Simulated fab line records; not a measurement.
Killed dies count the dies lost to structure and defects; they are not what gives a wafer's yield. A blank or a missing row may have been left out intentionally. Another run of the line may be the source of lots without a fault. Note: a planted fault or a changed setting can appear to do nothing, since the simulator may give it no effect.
Chamber matching | flow sky130 | SKY_PASSIVATION_CVD_00 on pecvd-03 has 3 sister chambers
The step deposits SiO2, target thk 90 nm. 14 wafers are shown with their chamber, then 7 later ones without.

EACH WAFER AND ITS CHAMBER
wafer  | chamber | heaterPowerW (W)
L971.1 | 0       | 613
L971.2 | 2       | 710
L971.4 | 0       | 630
L984.1 | 2       | 811
L984.3 | 1       | 616
L984.4 | 0       | 676
L985.2 | 2       | 824
L985.3 | 0       | 690
L985.4 | 1       | 623
L986.1 | 2       | 785
L986.4 | 2       | 801
L986.6 | 1       | 668
L987.2 | 1       | 613
L987.3 | 2       | 735

SIGNATURES (averages over the wafers above)
reading      | chamber 0 | chamber 1 | chamber 2 | scatter within a chamber
heaterPowerW | 652.25    | 630.00    | 777.67    | 38.4
Rule: a wafer lies at a distance from a chamber equal to the root of the sum of squares, over the readings, of (its reading less the chamber's mean, divided by the reading's scatter). If the next closest chamber is less than 2 further off than the closest, the wafer can't be placed; otherwise it belongs to the closest. The scatter: the root of (the sum of the squares of (reading less its chamber's mean) over the shown wafers, divided by (wafers less chambers)).

WAFERS MISSING THEIR CHAMBER
wafer  | heaterPowerW (W)
L987.6 | 653
L989.2 | 603
L989.5 | 739
L989.6 | 621
L991.1 | 665
L991.2 | 848
L991.5 | 682

WHICH CHAMBER EACH WENT THROUGH
wafer  | from the rows above          | in truth
L987.6 | can't be placed: 0 or 1      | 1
L989.2 | can't be placed: 1 or 0      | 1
L989.5 | can't be placed: 2 or 0 or 1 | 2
L989.6 | can't be placed: 1 or 0      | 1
L991.1 | can't be placed: 0 or 1      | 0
L991.2 | 2                            | 2
L991.5 | can't be placed: 0 or 1 or 2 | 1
1 of 7 placed correctly. From these rows, 6 cannot be placed; in 6 the true chamber is one of the candidates. Placed wrongly: 0.
